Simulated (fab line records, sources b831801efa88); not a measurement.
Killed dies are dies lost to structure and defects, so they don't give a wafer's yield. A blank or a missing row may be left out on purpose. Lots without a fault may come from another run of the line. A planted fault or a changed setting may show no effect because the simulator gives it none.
Which tool did it? | flow gf180mcu | 6 lots, 18 wafers sampled, at 2 steps of a route of 602

WHAT THE GAUGES READ, wafer by wafer
GF_VT_IMPLANT_TW_MEAS_10.
lot  | measured     | on            | VT_IMPLANT_TW
L632 | day 6 00:50  | film_metro-01 | 566 566 565
L634 | day 6 17:08  | film_metro-01 | 564 565 566
L637 | day 7 11:05  | film_metro-01 | 564 565 563
L641 | day 8 10:59  | film_metro-04 | 556 559 557
L649 | day 10 10:59 | film_metro-03 | 625 629 628
L651 | day 11 00:19 | film_metro-03 | 555 558 560

WHICH TOOL RAN EACH LOT (tool, then ch and the chambers of the sampled wafers, then the start)
lot  | GF_VT_IMPLANT_IMPLANT_08
L632 | implanter-01 ch 0, day 6 00:35
L634 | implanter-01 ch 0, day 6 16:53
L637 | implanter-01 ch 0, day 7 10:50
L641 | implanter-01 ch 0, day 8 10:44
L649 | implanter-03 ch 0, day 10 10:46
L651 | implanter-01 ch 0, day 11 00:07
- GF_VT_IMPLANT_IMPLANT_08

THE ANSWER, worked out from the rows above alone
Rule: what is usual is taken from the lots themselves. Put in order of their means at a reading, lots are off if they are a third of the lots or fewer, leave a main group of 4 or more, and stand apart from it by a gap of 3 or more times the standard deviation of the main group's means; of several such gaps the widest counts. A main group whose means are all the same, to the digits that the tables above print for the reading, isn't used. A lot without any number at a reading at which 4 lots or more have one is off too. The other lots that the step has rows for count as sound.
Off: L649, at GF_VT_IMPLANT_TW_MEAS_10 (VT_IMPLANT_TW). The main group: mean 562, standard deviation 3.7.
A tool fits if, at a process step before that reading, it ran every lot that is off, and no sound lot after the first of them. The gauges at GF_VT_IMPLANT_TW_MEAS_10 are tried like those tools. One fits: implanter-03 at GF_VT_IMPLANT_IMPLANT_08. It ran no sound lot before its first lot that is off in this sample, so the start can't be narrowed down.

WHAT THE SIMULATOR HAD PUT IN
Process parameter drift: implanter-03, from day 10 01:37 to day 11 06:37, at GF_VT_IMPLANT_IMPLANT_08. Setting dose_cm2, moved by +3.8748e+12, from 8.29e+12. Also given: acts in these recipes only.
Lots struck among those shown: L649. The rule above found the same.
